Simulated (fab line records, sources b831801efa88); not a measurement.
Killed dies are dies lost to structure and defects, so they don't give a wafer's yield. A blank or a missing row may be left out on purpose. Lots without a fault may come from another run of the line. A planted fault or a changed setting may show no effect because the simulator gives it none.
Problem report in the 8D (eight disciplines) form, filled by code | flow sfq_line | the parts of the form that need people (team, actions taken, sign-off) are left out

1. THE PROBLEM
oes_product_au at SFQ_TRILAYER_M3_ETCH_METAL_ETCH_078 reads a mean of 0.787 a.u. on 6 wafers of 2 lots; wafers without a fault read 0.894 a.u. with a standard deviation of 0.0078. That is -14 standard deviations from the usual mean.
The step: etches Nb in Cl2/Ar, stops on SiO2, target depth 240 nm, time 120 s.
First seen on wafer L271.1, day 36 21:41, on rie_metal-01. The record holds 42 wafers of 14 lots with a number at this step. Rule for "out", or "out of limits": more than 4 standard deviations from the usual mean. The other wafers with a number count as sound.

2. WHAT IT IS AND WHAT IT IS NOT
question                    | is                     | is not
which readings at this step | oes_product_au         | drypump_motor_current_A
which lots                  | L271, L273             | L263, L267, L268, L275, L276, L277, L279, L281, L282, L283, L284, L285
which wafers of those lots  | all that have a number | -
read on which tools         | rie_metal-01           | rie_metal-02, rie_metal-03
when                        | from day 36 21:41      | up to then (9 sound wafers); but 27 sound wafers of L275, L276, L277, L279, L281, L282, L283, L284, L285 came after

3. SUSPECTS, AND WHAT RULES EACH OUT
Counting: a tool at a process step up to the reading stays a suspect if it ran every lot that is out and no sound lot after the first of them.
- rie_metal-01 at SFQ_TRILAYER_M3_ETCH_METAL_ETCH_078 (etches Nb in Cl2/Ar, stops on SiO2, target depth 240 nm, time 120 s): ruled out as a lasting fault. Sound lots L284 ran on it after its first lot that is out, L271 (day 36 21:41).
Left after counting: nothing in the record.

4. THE CAUSE (what the simulator had put in)
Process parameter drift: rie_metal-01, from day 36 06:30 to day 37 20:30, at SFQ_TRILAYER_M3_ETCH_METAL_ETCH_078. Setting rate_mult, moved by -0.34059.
Counting ruled it out, wrongly.

5. THE CHAIN OF EFFECTS, in route order
Each row: a reading whose mean over the struck wafers that have a number lies more than 3 standard deviations from the usual. Only readings for which the record gives a usual standard deviation are gone through. hours: the time from each lot's start at the first step in this table that gives one to its start at this step, as a median over the lots. sigmas: the change in usual standard deviations.
hours | step                                | reading        | usual      | on struck wafers | change | sigmas
0     | SFQ_TRILAYER_M3_ETCH_METAL_ETCH_078 | oes_product_au | 0.894 a.u. | 0.787            | -0.107 | -14
The process steps in it:
- SFQ_TRILAYER_M3_ETCH_METAL_ETCH_078: etches Nb in Cl2/Ar, stops on SiO2, target depth 240 nm, time 120 s.

6. WHAT WOULD HAVE CAUGHT IT SOONER
In this record the first reading out of limits was taken at day 36 21:41, 15 hours after the fault began at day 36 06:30.
